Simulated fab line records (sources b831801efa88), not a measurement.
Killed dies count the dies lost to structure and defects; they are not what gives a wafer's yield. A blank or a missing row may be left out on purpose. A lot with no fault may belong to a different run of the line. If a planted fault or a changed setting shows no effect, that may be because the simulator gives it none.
A struck lot beside a sound one + flow sky130 + 14 out of 708 route steps
Sound: the wafers L711.1, L711.3, L711.4. Struck: wafers L715.1, L715.2, L715.3. The cause comes at the end.
Per side, at each step with rows, come the tool, then ch with its chambers, and then its first start. Under that, the readings that differ: sound wafers + struck wafers + difference of the means + sigmas: that difference in standard deviations of wafers without a fault.
alike: readings whose means differ by less than 2 such deviations, and words and numbers that are the same on both sides. not compared: withheld readings, readings that some wafer has no value for, bounds like >300 that may hide the same value, and numbers for which the record gives no deviation and whose values overlap.
Wherever a step has rows on one side only, a row that says differs or no value, or a row with sigmas, the two part there. Numbers that don't overlap but have no deviation are shown without sigmas and don't part them. A reading that every wafer of one side lacks parts them only if that side has two wafers or more.

first, 4 steps without rows for these wafers: SKY_CONTACT_STRIP_19 (strips in O2/N2); SKY_CONTACT_STRIP_20 (strips in post etch residue remover, time 1200 s); SKY_CONTACT_CLEAN_21 (cleans in IPA, time 180 s); SKY_CONTACT_CLEAN_22 (cleans in O3/DIW).
SKY_CONTACT_SPUTTER_23: material TiN, target thk 20 nm, time 80 s.
  sound on pvd-sputter-01, day 33 07:29; struck on pvd-sputter-04, day 34 11:56
  alike: cathode-dc-power-W, chamber-pressure-pa, throttle-valve-pct
SKY_CONTACT_CVD_24: deposits W, target thk 340 nm, time 102.12 s.
  sound on cvd-w-01 ch 0,1, day 33 07:32; struck on cvd-w-01 ch 0,1, day 34 12:00
  alike: heater-power-outer-w, heater-power-w
SKY_CONTACT_RS_MEAS_25: uses a four-point probe to measure.
  sound on film-metro-02, day 33 07:39; struck on film-metro-01, day 34 12:07
  alike: CONTACT_W_RS
SKY_CONTACT_THK_MEAS_26: measures by xrf.
  sound on film-metro-02, day 33 07:46; struck on film-metro-01, day 34 12:14
  alike: CONTACT_W_THK
SKY_CONTACT_CMP_27: polishes, stops on SiO2, t overpolish 15 s, target thk 0 nm.
  sound on cmp-02 ch 0,1,3, day 33 07:50; struck on cmp-01 ch 1,2,3, day 34 12:20
  alike: motor-current-A, overpolish-run-s, time-to-endpoint-s
SKY_METAL1_SPUTTER_00: material Ti, target thk 15 nm, time 10 s.
  sound on pvd-sputter-04, day 33 08:08; struck on pvd-sputter-01, day 34 12:35
  alike: cathode-dc-power-W, chamber-pressure-pa, throttle-valve-pct
then, 2 steps without rows for these wafers: SKY_METAL1_SPUTTER_01 (material TiN, target thk 20 nm, time 16.7 s); SKY_METAL1_SPUTTER_02 (material AlCu, target thk 250 nm, time 13.3 s).
SKY_METAL1_SPUTTER_03: material Ti, target thk 5 nm, time 3.3 s.
  sound on pvd-sputter-04, day 33 08:12; struck on pvd-sputter-01, day 34 12:40
  no value came back on the struck wafers for cathode-dc-power-W (W), chamber-pressure-pa (Pa), throttle-valve-pct (%); on the sound wafers cathode-dc-power-W (W) reads 2998.9 2999.0 2999.1
SKY_METAL1_SPUTTER_04: material TiN, target thk 70 nm, time 58.3 s.
  sound on pvd-sputter-04, day 33 08:13; struck on pvd-sputter-01, day 34 12:41
  alike: cathode-dc-power-W, chamber-pressure-pa, throttle-valve-pct

## WHERE THEY PART
Only at SKY_METAL1_SPUTTER_03, within this record. Later steps at which nothing parts them and some readings are alike: SKY_METAL1_SPUTTER_04.

WHY: whatever the simulator had introduced
Entire step skipped (pvd-sputter-01, SKY_METAL1_SPUTTER_03), from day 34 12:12 onward. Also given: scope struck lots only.
